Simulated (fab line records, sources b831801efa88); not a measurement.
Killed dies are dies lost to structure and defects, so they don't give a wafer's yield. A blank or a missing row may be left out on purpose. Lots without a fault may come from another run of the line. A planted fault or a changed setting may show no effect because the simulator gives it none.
A struck lot beside a sound one | flow sky130 | 18 steps out of a route of 708
Sound: wafers L236.1, L236.2, L236.3. Struck: wafers L220.1, L220.2, L220.6. The cause comes at the end.
At each step with rows: each side's tool, then ch and its chambers, then its first start. Under that, the readings that differ: sound wafers | struck wafers | difference of the means | sigmas: that difference in standard deviations of wafers without a fault.
alike: readings whose means differ by less than 2 such deviations, and words and numbers that are the same on both sides. not compared: withheld readings, readings that some wafer has no value for, bounds like >300 that may hide the same value, and numbers for which the record gives no deviation and whose values overlap.
The two part at a step that has a row with sigmas, a row that says differs or no value, or rows on one side only. Numbers that don't overlap but have no deviation are shown without sigmas and don't part them. A reading that every wafer of one side lacks parts them only if that side has two wafers or more.

SKY_CONTACT_ETCH_18: etches Si3N4 in CHF3/O2, stops on TiN, time 39 s, target depth 75 nm.
  sound on rie_diel-02 ch 1,2,3; struck on rie_diel-02 ch 2,3
  alike: drypump_motor_current_A, oes_product_au, throttle_valve_pct
  not compared: rf_hours_counter_h
then, 6 steps without rows for these wafers: SKY_CONTACT_STRIP_19 (strips in O2/N2); SKY_CONTACT_STRIP_20 (strips in post etch residue remover, time 1200 s); SKY_CONTACT_CLEAN_21 (cleans in IPA, time 180 s); SKY_CONTACT_CLEAN_22 (cleans in O3/DIW); SKY_CONTACT_SPUTTER_23 (material TiN, target thk 20 nm, time 80 s); SKY_CONTACT_CVD_24 (deposits W, target thk 340 nm, time 102.12 s).
SKY_CONTACT_RS_MEAS_25: measures by four-point-probe.
  sound on film_metro-01, day 38 15:09; struck on film_metro-01, day 34 16:22
  alike: CONTACT_W_RS
SKY_CONTACT_THK_MEAS_26: measures by xrf.
  sound on film_metro-01, day 38 15:16; struck on film_metro-01, day 34 16:29
  alike: CONTACT_W_THK
SKY_CONTACT_CMP_27: polishes, stops on SiO2, t overpolish 15 s, target thk 0 nm.
  sound on cmp-02 ch 0,1,2, day 38 15:20; struck on cmp-02 ch 0,1,2, day 34 16:39
  alike: motor_current_A, overpolish_run_s, time_to_endpoint_s
SKY_METAL1_SPUTTER_00: material Ti, target thk 15 nm, time 10 s.
  sound on pvd_sputter-02, day 38 15:38; struck on pvd_sputter-01, day 34 16:51
  alike: cathode_dc_power_W, chamber_pressure_pa, throttle_valve_pct
then, 1 step without rows for these wafers: SKY_METAL1_SPUTTER_01 (material TiN, target thk 20 nm, time 16.7 s).
SKY_METAL1_SPUTTER_02: material AlCu, target thk 250 nm, time 13.3 s.
  sound on pvd_sputter-02, day 38 15:41; struck on pvd_sputter-01, day 34 16:54
  no value came back on the struck wafers for cathode_dc_power_W (W), chamber_pressure_pa (Pa), throttle_valve_pct (%), time_s (s); on the sound wafers cathode_dc_power_W (W) reads 10599 10602 10602
SKY_METAL1_SPUTTER_03: material Ti, target thk 5 nm, time 3.3 s.
  sound on pvd_sputter-02, day 38 15:42; struck on pvd_sputter-01, day 34 16:55
  alike: cathode_dc_power_W, chamber_pressure_pa, throttle_valve_pct
SKY_METAL1_SPUTTER_04: material TiN, target thk 70 nm, time 58.3 s.
  sound on pvd_sputter-02, day 38 15:43; struck on pvd_sputter-01, day 34 16:56
  alike: cathode_dc_power_W, chamber_pressure_pa, throttle_valve_pct
SKY_METAL1_RS_MEAS_05: measures by four-point-probe.
  sound on film_metro-02, day 38 15:46; struck on film_metro-02, day 34 16:59
  reading                 | sound                | struck               | difference | sigmas
  METAL1_ALCU_RS (ohm/sq) | 0.1260 0.1253 0.1266 | 8.6802 8.6584 8.6341 | +8.5316    | +99 or more
SKY_METAL1_THK_MEAS_06: measures by xrf.
  sound on film_metro-02, day 38 15:53; struck on film_metro-02, day 34 17:07
  reading              | sound             | struck         | difference | sigmas
  METAL1_ALCU_THK (nm) | 249.4 248.2 247.9 | <0.3 <0.3 <0.3 | differs    |
then, 1 step without rows for these wafers: SKY_METAL1_DEHYDRATE_07 (time 60 s).

WHERE THEY PART
First at SKY_METAL1_SPUTTER_02; last, within this record, at SKY_METAL1_THK_MEAS_06.

WHY: what the simulator had put in
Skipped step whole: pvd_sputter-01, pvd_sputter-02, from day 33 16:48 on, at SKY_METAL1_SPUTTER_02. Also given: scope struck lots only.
